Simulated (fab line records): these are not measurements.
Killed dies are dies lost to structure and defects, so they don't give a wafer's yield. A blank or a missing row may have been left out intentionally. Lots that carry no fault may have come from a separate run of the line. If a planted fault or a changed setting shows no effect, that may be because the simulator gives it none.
Which tool did it?	flow sfq line	15 lots with 42 wafers sampled at 2 steps, on a route of 325 steps

== WHAT EACH GAUGE READ, for each wafer ==
The record holds no reading of a measuring or inspecting step that can be judged against a usual standard deviation.

== WHICH TOOL RAN EACH LOT (tool, then ch and the chambers of the sampled wafers, then the start) ==
lot	SFQ_TRILAYER_JJ_CE_LITHO_EXPOSE_115	SFQ_TRILAYER_JJ_CE_METRO_MEASURE_117
L748	krf scanner-02 ch 0, day 50 20:20	cd sem-01, day 50 21:53
L749	krf scanner-02 ch 0, day 50 22:53	cd sem-02, day 51 00:26
L750	krf scanner-02 ch 0, day 60 15:24	cd sem-01, day 60 16:56
L752	krf scanner-02 ch 0, day 60 20:00	cd sem-01, day 60 21:32
L753	krf scanner-02 ch 0, day 61 10:18	cd sem-02, day 61 11:50
L757	krf scanner-01 ch 0, day 62 11:11	cd sem-02, day 62 12:43
L758	krf scanner-01 ch 0, day 62 22:24	cd sem-02, day 62 23:56
L759	krf scanner-01 ch 0, day 63 00:36	cd sem-02, day 63 02:08
L762	krf scanner-01 ch 0, day 63 08:48	cd sem-02, day 63 10:20
L761	krf scanner-01 ch 0, day 63 11:36	cd sem-01, day 63 13:08
L763	krf scanner-01 ch 0, day 63 14:00	cd sem-02, day 63 15:32
L768	krf scanner-02 ch 0, day 68 03:14	cd sem-01, day 68 04:46
L769	krf scanner-01 ch 0, day 68 12:23	cd sem-02, day 68 13:55
L770	krf scanner-01 ch 0, day 68 15:47	cd sem-01, day 68 17:19
L771	krf scanner-02 ch 0, day 69 05:51	cd sem-02, day 69 07:23
- SFQ_TRILAYER_JJ_CE_LITHO_EXPOSE_115: exposes mask J5, target cd 700 nm.
- SFQ_TRILAYER_JJ_CE_METRO_MEASURE_117

== AS READ BY THE TOOLS THEMSELVES (means over the sampled wafers that have a number; for cases with no such wafer, the mark the record gives instead) ==
SFQ_TRILAYER_JJ_CE_METRO_MEASURE_117.
lot	tool	cd nm (nm)
L748	cd sem-01	699.6
L749	cd sem-02	700.0
L750	cd sem-01	701.4
L752	cd sem-01	698.8
L753	cd sem-02	699.7
L757	cd sem-02	699.3
L758	cd sem-02	700.2
L759	cd sem-02	700.1
L762	cd sem-02	683.6
L761	cd sem-01	683.0
L763	cd sem-02	683.5
L768	cd sem-01	700.8
L769	cd sem-02	699.5
L770	cd sem-01	700.3
L771	cd sem-02	700.2

== THE ANSWER, worked out from the rows above alone ==
Rule: usual is defined by the lots themselves. The widest of any qualifying gaps counts: lots, ordered by their means at a reading, are off when they make up no more than a third of the lots, leave a main group of 4 or more, and stand apart from it by 3 or more times the standard deviation of that group's means. Not used: any main group whose means are identical at the precision the tables above print for the reading. A lot without any number at a reading at which 4 lots or more have one is off too. The other lots that the step has rows for count as sound. After the gauges, taken in route order, come the tools' own readings; for these a lot's mean is taken, as printed above. The first step at which some lot is off is used, and at that step the reading that is off furthest; a lot without a number counts as furthest.
Off: L762, L761, L763, at SFQ_TRILAYER_JJ_CE_METRO_MEASURE_117 (cd nm). The main group: mean 700.0 nm, standard deviation 0.66.
If a tool, at that step or one of the process steps before it, ran each lot that is off and ran no sound lot following the first of them, it fits. No candidate that was tried fits.

== WHAT THE SIMULATOR PUT IN ==
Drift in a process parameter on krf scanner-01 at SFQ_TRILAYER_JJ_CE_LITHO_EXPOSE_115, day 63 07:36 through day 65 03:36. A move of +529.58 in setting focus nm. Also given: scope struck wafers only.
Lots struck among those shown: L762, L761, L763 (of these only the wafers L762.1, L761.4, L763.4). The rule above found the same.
